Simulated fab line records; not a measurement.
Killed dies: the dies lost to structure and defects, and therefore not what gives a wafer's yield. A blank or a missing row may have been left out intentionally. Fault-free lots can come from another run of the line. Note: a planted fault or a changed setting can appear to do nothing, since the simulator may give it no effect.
The tool behind it: which one? ; flow sky130 ; Sampling: 14 lots, 42 wafers, 3 of 708 route steps

== WHAT THE GAUGES SHOWED, per wafer ==
SKY_CAP2M_OVL_MEAS_12.
lot;measured;on;CAP2M_OVL (nm)
L767;day 40 14:25;overlay-01;-0.3 -1.4 -0.7
L768;day 41 07:31;overlay-02;-0.9 -1.2 -0.7
L769;day 41 17:14;overlay-01;-1.5 -0.6 -0.9
L770;day 41 21:31;overlay-02;-0.6 -2.4 -1.7
L771;day 42 01:35;overlay-02;-2.9 -2.7 -1.4
L772;day 42 09:16;overlay-01;-2.8 -2.9 -2.0
L773;day 42 13:17;overlay-01;0.7 -0.4 1.1
L774;day 43 00:31;overlay-01;1.1 1.5 -0.1
L775;day 43 11:04;overlay-02;-2.8 -2.6 -3.4
L776;day 43 16:37;overlay-01;-2.9 -1.0 -0.6
L781;day 44 23:23;overlay-02;0.7 -1.2 0.8
L784;day 45 13:38;overlay-01;0.5 -1.3 -1.2
L787;day 46 07:16;overlay-01;-2.1 -2.1 -0.3
L790;day 47 00:53;overlay-01;0.3 0.1 -0.1

SKY_METAL4_OVL_MEAS_14.
lot;measured;on;METAL4_OVL (nm)
L767;day 41 14:17;overlay-01;4 -1 3
L768;day 42 07:45;overlay-02;-4 6 -2
L769;day 42 17:22;overlay-02;4 -5 -4
L770;day 42 21:45;overlay-02;8 -4 11
L771;day 43 02:06;overlay-02;12 8 7
L772;day 43 09:33;overlay-02;8 11 9
L773;day 43 13:15;overlay-02;6 4 8
L774;day 44 00:36;overlay-01;3 8 -1
L775;day 44 10:31;overlay-01;8 4 10
L776;day 44 15:39;overlay-01;4 2 -4
L781;day 45 21:23;overlay-01;10 -1 12
L784;day 46 11:10;overlay-02;-7 1 4
L787;day 47 04:30;overlay-01;8 5 -9
L790;day 47 21:15;overlay-01;6 4 4

== WHICH TOOL RAN EACH LOT (tool, then ch and the chambers of the sampled wafers, then the start) ==
lot;SKY_LOCAL_INTERCONNECT_CLEAN_18
L767;wet bench-02 ch 3, day 30 05:47
L768;wet bench-01 ch 3, day 31 02:46
L769;wet bench-04 ch 3, day 31 14:17
L770;wet bench-04 ch 0, day 31 19:44
L771;wet bench-04 ch 3, day 32 00:03
L772;wet bench-01 ch 3, day 32 09:00
L773;wet bench-04 ch 2, day 32 14:33
L774;wet bench-04 ch 1, day 33 01:58
L775;wet bench-02 ch 1, day 33 14:21
L776;wet bench-04 ch 1, day 33 20:04
L781;wet bench-04 ch 3, day 35 08:34
L784;wet bench-04 ch 2, day 36 01:57
L787;wet bench-01 ch 2, day 36 22:47
L790;wet bench-02 ch 0, day 37 19:59
- SKY_LOCAL_INTERCONNECT_CLEAN_18: cleans in O3/DIW.

== AS READ BY THE TOOLS THEMSELVES (means over the sampled wafers that have a number; for cases with no such wafer, the mark the record gives instead) ==
The record holds no such reading with a usual standard deviation.

== THE ANSWER, worked out from the rows above alone ==
Rule: usual is defined by the lots themselves. The widest of any qualifying gaps counts: lots, ordered by their means at a reading, are off when they make up no more than a third of the lots, leave a main group of 4 or more, and stand apart from it by 3 or more times the standard deviation of that group's means. A main group whose means are all the same, to the digits that the tables above print for the reading, isn't used. Also off: a lot with no number at a reading for which 4 or more lots have one. Where the step has rows for the other lots, those lots are counted as sound. First the gauges in route order, then the tools' own readings, where a lot's mean is used as printed above. The first step at which some lot is off is used, and at that step the reading that is off furthest; a lot without a number counts as furthest.
None of the lots is off at any reading shown; this tells nothing.

== WHAT WAS PUT IN BY THE SIMULATOR ==
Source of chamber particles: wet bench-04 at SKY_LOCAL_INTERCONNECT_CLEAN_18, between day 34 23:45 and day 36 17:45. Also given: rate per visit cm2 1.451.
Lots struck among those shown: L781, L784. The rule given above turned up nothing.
